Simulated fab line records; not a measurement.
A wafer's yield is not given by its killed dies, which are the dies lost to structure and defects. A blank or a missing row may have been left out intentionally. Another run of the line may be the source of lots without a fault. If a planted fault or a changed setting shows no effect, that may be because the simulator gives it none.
What tool caused it? / flow sfq-line / 14 lots with 42 wafers sampled at 2 steps, on a route of 325 steps

== WHAT THE GAUGES READ, wafer by wafer ==
SFQ_M0_RS_MEAS_904: a four-point-probe measurement. Usual: M0_NB_RS gives 0.891 ohm/sq (standard deviation 0.0086).
lot=L219; measured=day 7 06:49; on=film-metro-03; M0_NB_RS (ohm/sq)=0.882 0.881 0.894; flag=
lot=L220; measured=day 7 12:49; on=film-metro-03; M0_NB_RS (ohm/sq)=0.883 0.881 0.889; flag=
lot=L224; measured=day 9 02:15; on=film-metro-02; M0_NB_RS (ohm/sq)=0.884 0.886 0.880; flag=
lot=L225; measured=day 9 15:44; on=film-metro-01; M0_NB_RS (ohm/sq)=0.887 0.892 0.888; flag=
lot=L227; measured=day 10 07:28; on=film-metro-02; M0_NB_RS (ohm/sq)=0.902 0.895 0.897; flag=
lot=L232; measured=day 11 17:07; on=film-metro-01; M0_NB_RS (ohm/sq)=0.888 0.878 0.745; flag=OFF
lot=L233; measured=day 11 23:11; on=film-metro-03; M0_NB_RS (ohm/sq)=0.901 0.899 0.756; flag=OFF
lot=L235; measured=day 12 16:01; on=film-metro-02; M0_NB_RS (ohm/sq)=0.897 0.894 0.880; flag=
lot=L236; measured=day 12 19:34; on=film-metro-02; M0_NB_RS (ohm/sq)=0.899 0.893 0.892; flag=
lot=L237; measured=day 13 07:43; on=film-metro-01; M0_NB_RS (ohm/sq)=0.894 0.888 0.886; flag=
lot=L238; measured=day 13 13:43; on=film-metro-02; M0_NB_RS (ohm/sq)=0.895 0.904 0.902; flag=
lot=L239; measured=day 14 02:54; on=film-metro-03; M0_NB_RS (ohm/sq)=0.894 0.892 0.895; flag=
lot=L241; measured=day 14 16:06; on=film-metro-03; M0_NB_RS (ohm/sq)=0.883 0.881 0.887; flag=
lot=L242; measured=day 15 04:06; on=film-metro-03; M0_NB_RS (ohm/sq)=0.886 0.885 0.883; flag=

== EACH LOT AND THE TOOL THAT RAN IT (in order: tool; ch and the chambers of the sampled wafers; start) ==
lot=L219; SFQ_TRILAYER_M0_DEP_SPUTTER_019=pvd-sputter-06, day 7 06:41
lot=L220; SFQ_TRILAYER_M0_DEP_SPUTTER_019=pvd-sputter-06, day 7 12:41
lot=L224; SFQ_TRILAYER_M0_DEP_SPUTTER_019=pvd-sputter-03, day 9 02:08
lot=L225; SFQ_TRILAYER_M0_DEP_SPUTTER_019=pvd-sputter-06, day 9 15:38
lot=L227; SFQ_TRILAYER_M0_DEP_SPUTTER_019=pvd-sputter-03, day 10 07:22
lot=L232; SFQ_TRILAYER_M0_DEP_SPUTTER_019=pvd-sputter-03, day 11 16:58
lot=L233; SFQ_TRILAYER_M0_DEP_SPUTTER_019=pvd-sputter-03, day 11 23:05
lot=L235; SFQ_TRILAYER_M0_DEP_SPUTTER_019=pvd-sputter-06, day 12 15:53
lot=L236; SFQ_TRILAYER_M0_DEP_SPUTTER_019=pvd-sputter-06, day 12 19:29
lot=L237; SFQ_TRILAYER_M0_DEP_SPUTTER_019=pvd-sputter-06, day 13 07:37
lot=L238; SFQ_TRILAYER_M0_DEP_SPUTTER_019=pvd-sputter-06, day 13 13:37
lot=L239; SFQ_TRILAYER_M0_DEP_SPUTTER_019=pvd-sputter-05, day 14 02:49
lot=L241; SFQ_TRILAYER_M0_DEP_SPUTTER_019=pvd-sputter-06, day 14 16:01
lot=L242; SFQ_TRILAYER_M0_DEP_SPUTTER_019=pvd-sputter-03, day 15 04:01
- SFQ_TRILAYER_M0_DEP_SPUTTER_019: material Nb, target thk 200 nm, time 133.3 s.

== WHAT THE TOOLS THEMSELVES READ (means of the sampled wafers that have a number; where no wafer has one, the mark that the record gives instead) ==
SFQ_TRILAYER_M0_DEP_SPUTTER_019. Usual: throttle-valve-pct 30.2 %, standard deviation 0.87.
lot=L219; tool=pvd-sputter-06; throttle-valve-pct (%)=29.5; flag=
lot=L220; tool=pvd-sputter-06; throttle-valve-pct (%)=30.2; flag=
lot=L224; tool=pvd-sputter-03; throttle-valve-pct (%)=30.8; flag=
lot=L225; tool=pvd-sputter-06; throttle-valve-pct (%)=30.7; flag=
lot=L227; tool=pvd-sputter-03; throttle-valve-pct (%)=30.8; flag=
lot=L232; tool=pvd-sputter-03; throttle-valve-pct (%)=30.8; flag=
lot=L233; tool=pvd-sputter-03; throttle-valve-pct (%)=30.8; flag=
lot=L235; tool=pvd-sputter-06; throttle-valve-pct (%)=29.7; flag=
lot=L236; tool=pvd-sputter-06; throttle-valve-pct (%)=29.7; flag=
lot=L237; tool=pvd-sputter-06; throttle-valve-pct (%)=30.1; flag=
lot=L238; tool=pvd-sputter-06; throttle-valve-pct (%)=29.7; flag=
lot=L239; tool=pvd-sputter-05; throttle-valve-pct (%)=30.1; flag=
lot=L241; tool=pvd-sputter-06; throttle-valve-pct (%)=29.6; flag=
lot=L242; tool=pvd-sputter-03; throttle-valve-pct (%)=30.8; flag=

== THE ANSWER, worked out from the rows above alone ==
Rule: a lot is off if the mean of its wafers that have a number lies more than 3 standard deviations from the usual mean. Also off: a lot with no number at a reading for which 4 or more lots have one. Any other lot the step has rows for is counted as sound. First the gauges in route order, then the tools' own readings, where a lot's mean is used as printed above. At the first step where some lot is off, the reading lying furthest off is the one used; lots without a number count as furthest.
Off: L232, L233, seen at SFQ_M0_RS_MEAS_904 (M0_NB_RS).
If a tool, at a process step before that reading, ran all the lots that are off and no sound lot after the first of them, it fits. Those tools and the gauges at SFQ_M0_RS_MEAS_904 are tried in the same way. None of those tried fits.

== WHAT THE SIMULATOR PUT IN ==
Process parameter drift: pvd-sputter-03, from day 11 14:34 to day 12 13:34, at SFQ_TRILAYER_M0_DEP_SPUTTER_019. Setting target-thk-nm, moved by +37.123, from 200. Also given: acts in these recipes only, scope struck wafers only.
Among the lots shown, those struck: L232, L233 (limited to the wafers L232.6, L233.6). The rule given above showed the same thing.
